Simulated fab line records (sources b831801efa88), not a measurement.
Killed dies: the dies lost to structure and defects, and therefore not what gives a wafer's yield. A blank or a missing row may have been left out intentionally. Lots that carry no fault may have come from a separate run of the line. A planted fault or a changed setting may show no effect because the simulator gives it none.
Chamber matching :: flow sky130 :: SKY_VIA1_ETCH_14 on rieDiel-01 has 4 sister chambers
The step etches BARC in N2/H2, stops on SiO2, time 45.9 s, target depth 60 nm. 14 wafers are shown with their chamber, then 7 later ones without.

## WAFERS PAIRED WITH THEIR CHAMBERS
wafer: L078.2
chamber: 1
drypumpMotorCurrentA (A): 5.74
n2FlowSccm (sccm): 100.1
oesProductAu (a.u.): 0.854

wafer: L078.4
chamber: 2
drypumpMotorCurrentA (A): 6.01
n2FlowSccm (sccm): 100.1
oesProductAu (a.u.): 0.846

wafer: L078.6
chamber: 3
drypumpMotorCurrentA (A): 5.82
n2FlowSccm (sccm): 100.5
oesProductAu (a.u.): 0.853

wafer: L079.3
chamber: 2
drypumpMotorCurrentA (A): 6.03
n2FlowSccm (sccm): 99.6
oesProductAu (a.u.): 0.859

wafer: L079.5
chamber: 0
drypumpMotorCurrentA (A): 5.58
n2FlowSccm (sccm): 100.4
oesProductAu (a.u.): 0.857

wafer: L079.6
chamber: 1
drypumpMotorCurrentA (A): 5.75
n2FlowSccm (sccm): 99.7
oesProductAu (a.u.): 0.864

wafer: L082.1
chamber: 3
drypumpMotorCurrentA (A): 5.82
n2FlowSccm (sccm): 100.0
oesProductAu (a.u.): 0.854

wafer: L082.5
chamber: 0
drypumpMotorCurrentA (A): 5.56
n2FlowSccm (sccm): 100.7
oesProductAu (a.u.): 0.848

wafer: L082.6
chamber: 3
drypumpMotorCurrentA (A): 5.85
n2FlowSccm (sccm): 99.6
oesProductAu (a.u.): 0.855

wafer: L083.1
chamber: 2
drypumpMotorCurrentA (A): 6.05
n2FlowSccm (sccm): 100.3
oesProductAu (a.u.): 0.851

wafer: L083.3
chamber: 3
drypumpMotorCurrentA (A): 5.79
n2FlowSccm (sccm): 100.0
oesProductAu (a.u.): 0.862

wafer: L083.4
chamber: 1
drypumpMotorCurrentA (A): 5.75
n2FlowSccm (sccm): 99.8
oesProductAu (a.u.): 0.857

wafer: L094.1
chamber: 0
drypumpMotorCurrentA (A): 5.58
n2FlowSccm (sccm): 100.4
oesProductAu (a.u.): 0.853

wafer: L094.2
chamber: 1
drypumpMotorCurrentA (A): 5.75
n2FlowSccm (sccm): 99.6
oesProductAu (a.u.): 0.851

SIGNATURES (means of the wafers above)
reading: drypumpMotorCurrentA
chamber 0: 5.5733
chamber 1: 5.7475
chamber 2: 6.0300
chamber 3: 5.8200
scatter within a chamber: 0.0172

reading: n2FlowSccm
chamber 0: 100.500
chamber 1: 99.800
chamber 2: 100.000
chamber 3: 100.025
scatter within a chamber: 0.295

reading: oesProductAu
chamber 0: 0.85267
chamber 1: 0.85650
chamber 2: 0.85200
chamber 3: 0.85600
scatter within a chamber: 0.00519
Rule: for a wafer and a chamber, the distance is found by dividing, reading by reading, the gap between the wafer's reading and the chamber's mean by the reading's scatter, squaring, summing and taking the root. If the next closest chamber is less than 2 further off than the closest, the wafer can't be placed; otherwise it belongs to the closest. The scatter: take each reading less its chamber's mean, square it, sum over the shown wafers, divide by the number of wafers less the number of chambers, and take the root.

## WAFERS WITHOUT THEIR CHAMBER
wafer: L094.5
drypumpMotorCurrentA (A): 5.76
n2FlowSccm (sccm): 100.0
oesProductAu (a.u.): 0.860

wafer: L096.2
drypumpMotorCurrentA (A): 5.57
n2FlowSccm (sccm): 99.4
oesProductAu (a.u.): 0.853

wafer: L096.4
drypumpMotorCurrentA (A): 6.00
n2FlowSccm (sccm): 100.4
oesProductAu (a.u.): 0.857

wafer: L096.5
drypumpMotorCurrentA (A): 5.83
n2FlowSccm (sccm): 100.0
oesProductAu (a.u.): 0.859

wafer: L097.1
drypumpMotorCurrentA (A): 5.56
n2FlowSccm (sccm): 100.2
oesProductAu (a.u.): 0.851

wafer: L097.2
drypumpMotorCurrentA (A): 5.83
n2FlowSccm (sccm): 100.1
oesProductAu (a.u.): 0.857

wafer: L097.3
drypumpMotorCurrentA (A): 6.01
n2FlowSccm (sccm): 100.3
oesProductAu (a.u.): 0.854

## EACH ONE'S CHAMBER
wafer: L094.5
from the rows above: 1
in truth: 1

wafer: L096.2
from the rows above: 0
in truth: 0

wafer: L096.4
from the rows above: 2
in truth: 2

wafer: L096.5
from the rows above: 3
in truth: 3

wafer: L097.1
from the rows above: 0
in truth: 0

wafer: L097.2
from the rows above: 3
in truth: 3

wafer: L097.3
from the rows above: 2
in truth: 2
7 of 7 placed correctly. Left unplaced by these rows: 0. 0 placed wrongly.
